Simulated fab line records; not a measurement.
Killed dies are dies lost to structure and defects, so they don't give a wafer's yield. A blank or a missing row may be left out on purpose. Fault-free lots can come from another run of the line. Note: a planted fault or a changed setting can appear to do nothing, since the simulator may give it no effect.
A lot that was struck, set against a sound lot ; flow gf180mcu ; 15 steps out of a route of 602
Sound: these wafers, L379.2, L379.4, L379.5. Struck: wafers L390.3, L390.4, L390.5. The cause comes at the end.
For every step that has rows: the tool of each side, followed by ch and its chambers, followed by its first start. Under that, the readings that differ: sound wafers ; struck wafers ; difference of the means ; sigmas: that difference in standard deviations of wafers without a fault.
alike: words and numbers the same on both sides, and readings whose means are apart by under 2 such deviations; not compared: readings that were withheld, readings missing a value for some wafer, numbers with overlapping values and no deviation given by the record, and bounds like >300 which may hide the same value.
A row with sigmas, a row that says differs or no value, or rows on one side alone: a step with any of these is where the two part. Non-overlapping numbers with no deviation appear without sigmas and do not part them. A reading that every wafer of one side lacks parts them only if that side has two wafers or more.

GF_MIM_STRIP_20: strips in O2/N2.
  sound on plasma asher-02 ch 0,1, day 26 01:07; struck on plasma asher-03 ch 0,1, day 29 15:16
  alike: drypump motor current A, heater power w, oes product au, strip time to endpoint s
  not compared: rf hours counter h
then, 9 steps without rows for these wafers: GF_MIM_STRIP_21 (strips in post etch residue remover, time 1200 s); GF_MIM_CLEAN_22 (cleans in DIW); GF_M5_DEHYDRATE_00 (time 60 s); GF_M5_HMDS_01 (prime time 60 s); GF_M5_COAT_02 (resist thk 1000 nm); GF_M5_SOFTBAKE_03 (time 60 s); GF_M5_EXPOSE_04 (exposes mask Metal5, target cd 280 nm); GF_M5_PEB_05 (peb time 90 s); GF_M5_DEVELOP_06 (develop time 60 s).
GF_M5_CD_MEAS_07 targets a cd of 280 nm.
  sound on cd sem-01, day 26 22:05; struck on cd sem-02, day 30 09:55
  alike: cd nm
GF_M5_OVL_MEAS_08:
  sound on overlay-02, day 26 22:11; struck on overlay-01, day 30 10:00
  alike: M5_OVL
GF_M5_ETCH_09: etches Si3N4 in CF4/O2, target depth 52 nm, time 11.6 s.
  sound on rie diel-02 ch 0,1,2, day 26 22:13; struck on rie diel-02 ch 0,1,3, day 30 10:01
reading;sound;struck;difference;sigmas
oes product au (a.u.);1.001 0.998 1.002;1.093 1.082 1.092;+0.089;+12
rf fwd power W (W);782 788 789;906 915 915;+126;+29
throttle valve pct (%);5.973 5.982 5.978;6.008 6.006 5.996;+0.026;+3
model.etch.depth nm (nm);52.07 52.22 51.75;59.87 59.25 59.46;+7.51;
  alike: O2_flow_sccm, drypump motor current A
  not compared: rf hours counter h
GF_M5_METAL_ETCH_10: etches the open film in Cl2/BCl3, stops on SiO2, target depth 627.5 nm, time 104.6 s.
  sound on rie metal-04 ch 0,1, day 26 22:15; struck on rie metal-03 ch 0,1, day 30 10:05
  alike: drypump motor current A, mfc cl2 sccm, oes product au, rf fwd power W, throttle valve pct
  not compared: rf hours counter h
GF_PASSIVATION_PROBE_99:
  the record has rows for the sound wafers here (prober-02, day 29 14:59) and none for the struck ones

== WHERE THEY PART ==
Last at GF_PASSIVATION_PROBE_99 as far as this record goes, first at GF_M5_ETCH_09.

WHY: what had been put in by the simulator
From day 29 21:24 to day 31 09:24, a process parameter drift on rie diel-02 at GF_M5_ETCH_09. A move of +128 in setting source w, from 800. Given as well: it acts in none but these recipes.
